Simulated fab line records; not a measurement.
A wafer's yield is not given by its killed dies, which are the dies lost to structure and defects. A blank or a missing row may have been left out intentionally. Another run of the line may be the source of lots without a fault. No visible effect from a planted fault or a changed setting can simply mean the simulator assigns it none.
Matching of chambers / flow sky130 / rie diel-01 running SKY_VIA4_ETCH_12: 4 sister chambers
The step etches SiO2 in C4F8/O2/Ar, stops on TiN, target depth 580 nm. 4 wafers are shown with their chamber, then 7 later ones without.

== WAFERS, EACH WITH ITS CHAMBER ==
wafer=L815.3; chamber=3; chamber pressure mTorr (mTorr)=39.96
wafer=L823.1; chamber=1; chamber pressure mTorr (mTorr)=39.99
wafer=L827.3; chamber=2; chamber pressure mTorr (mTorr)=40.02
wafer=L827.5; chamber=0; chamber pressure mTorr (mTorr)=39.97

== WAFERS WITHOUT THEIR CHAMBER ==
wafer=L827.6; chamber pressure mTorr (mTorr)=40.04
wafer=L828.1; chamber pressure mTorr (mTorr)=39.97
wafer=L828.4; chamber pressure mTorr (mTorr)=40.01
wafer=L828.5; chamber pressure mTorr (mTorr)=39.95
wafer=L831.1; chamber pressure mTorr (mTorr)=39.96
wafer=L831.3; chamber pressure mTorr (mTorr)=39.99
wafer=L831.6; chamber pressure mTorr (mTorr)=40.05

== EACH ONE'S CHAMBER ==
wafer=L827.6; from the rows above=2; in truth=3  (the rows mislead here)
wafer=L828.1; from the rows above=can't be placed: 0 or 3 or 1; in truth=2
wafer=L828.4; from the rows above=can't be placed: 2 or 1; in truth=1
wafer=L828.5; from the rows above=can't be placed: 3 or 0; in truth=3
wafer=L831.1; from the rows above=can't be placed: 3 or 0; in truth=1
wafer=L831.3; from the rows above=can't be placed: 1 or 0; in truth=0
wafer=L831.6; from the rows above=2; in truth=2
Correct placement for 1 of the 7. Cannot be placed on the basis of these rows: 5; the candidates contain the true chamber in 3. 1 placed wrongly.
How it was worked out, from the rows above alone: a wafer's distance from a chamber is the root of the sum, over the readings, of the square of ((its reading less the chamber's mean) divided by the reading's scatter). If the next closest chamber is less than 2 further off than the closest, the wafer can't be placed; otherwise it belongs to the closest. A chamber's mean is the mean of its shown wafers. The scatter (one wafer shown for each chamber): square how far every hidden wafer sits from the nearest shown wafer, average those squares and take the square root.
